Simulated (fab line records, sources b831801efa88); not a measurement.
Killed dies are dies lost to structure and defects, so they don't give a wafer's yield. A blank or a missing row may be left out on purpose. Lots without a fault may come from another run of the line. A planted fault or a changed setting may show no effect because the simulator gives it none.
A struck lot beside a sound one | flow sky130 | 15 steps out of a route of 708
Sound: wafers L619.2, L619.4, L619.6. Struck: wafers L610.1, L610.2, L610.5. The cause comes at the end.
At each step with rows: each side's tool, then ch and its chambers, then its first start. Under that, the readings that differ: sound wafers | struck wafers | difference of the means | sigmas: that difference in standard deviations of wafers without a fault.
alike: readings whose means differ by less than 2 such deviations, and words and numbers that are the same on both sides. not compared: withheld readings, readings that some wafer has no value for, bounds like >300 that may hide the same value, and numbers for which the record gives no deviation and whose values overlap.
The two part at a step that has a row with sigmas, a row that says differs or no value, or rows on one side only. Numbers that don't overlap but have no deviation are shown without sigmas and don't part them. A reading that every wafer of one side lacks parts them only if that side has two wafers or more.

SKY_CAPM_RS_MEAS_03: measures by four-point-probe.
  sound on film_metro-02, day 41 19:59; struck on film_metro-03, day 38 15:21
  alike: CAPM_TIN_RS
SKY_CAPM_THK_MEAS_04: measures by xrf.
  sound on film_metro-02, day 41 20:06; struck on film_metro-03, day 38 15:28
  alike: CAPM_TIN_THK
then, 7 steps without rows for these wafers: SKY_CAPM_DEHYDRATE_05 (time 60 s); SKY_CAPM_HMDS_06 (prime time 60 s); SKY_CAPM_COAT_07 (resist thk 1140 nm); SKY_CAPM_SOFTBAKE_08 (time 60 s); SKY_CAPM_EXPOSE_09 (exposes mask CAPM, target cd 1000 nm); SKY_CAPM_PEB_10; SKY_CAPM_DEVELOP_11 (develop time 60 s).
SKY_CAPM_OVL_MEAS_12:
  sound on overlay-02, day 42 19:04; struck on overlay-02, day 39 16:49
  reading       | sound       | struck         | difference | sigmas
  CAPM_OVL (nm) | 0.2 0.8 0.1 | -3.5 -2.4 -3.2 | -3.4       | -2
SKY_CAPM_METAL_ETCH_13: etches TiN in Cl2/BCl3, stops on SiO2, target depth 220 nm, time 62.9 s.
  sound on rie_metal-02 ch 0, day 42 19:07; struck on rie_metal-02 ch 0,1, day 39 16:50
  alike: drypump_motor_current_A, he_backside_leak_sccm, oes_product_au, rf_fwd_power_W, throttle_valve_pct
  not compared: rf_hours_counter_h
SKY_CAPM_STRIP_14: strips in O2/N2.
  sound on plasma_asher-04 ch 0,1, day 42 19:14; struck on plasma_asher-01 ch 0,1, day 39 16:55
  alike: drypump_motor_current_A, oes_product_au, strip_time_to_endpoint_s
  not compared: rf_hours_counter_h
SKY_CAPM_STRIP_15: strips in post etch residue remover, time 1200 s.
  sound on wet_bench-04 ch 1, day 42 19:20; struck on wet_bench-01 ch 3, day 39 17:01
  reading          | sound          | struck         | difference | sigmas
  run_length_s (s) | 1226 1226 1226 | 1282 1282 1282 | +56        | +15
  alike: bath_heat_duty_pct
then, 1 step without rows for these wafers: SKY_CAPM_CLEAN_16 (cleans in IPA, time 180 s).
-- the record jumps here: 8 days lie between the struck wafers' starts before and after (it left off in module CAPM and takes up again in module PAD_OPEN, whose first step shown is number 708 of the route) --
SKY_PAD_OPEN_PROBE_99:
  sound on prober-01, day 50 05:01; struck on prober-01, day 47 18:10
  alike: defect_limited_yield, killed_at_M0_to_M3, killed_at_M4_up, killed_at_contacts, killed_at_front_end, killed_at_other, killed_dies, killed_open, killed_short, sort_bin_3_pad_short, sort_bin_5_function, sort_bin_6_memory, sort_n_pass, sort_yield_pct

WHERE THEY PART
First at SKY_CAPM_OVL_MEAS_12; last, within this record, at SKY_CAPM_STRIP_15. Later steps at which nothing parts them and some readings are alike: SKY_PAD_OPEN_PROBE_99.

WHY: what the simulator had put in
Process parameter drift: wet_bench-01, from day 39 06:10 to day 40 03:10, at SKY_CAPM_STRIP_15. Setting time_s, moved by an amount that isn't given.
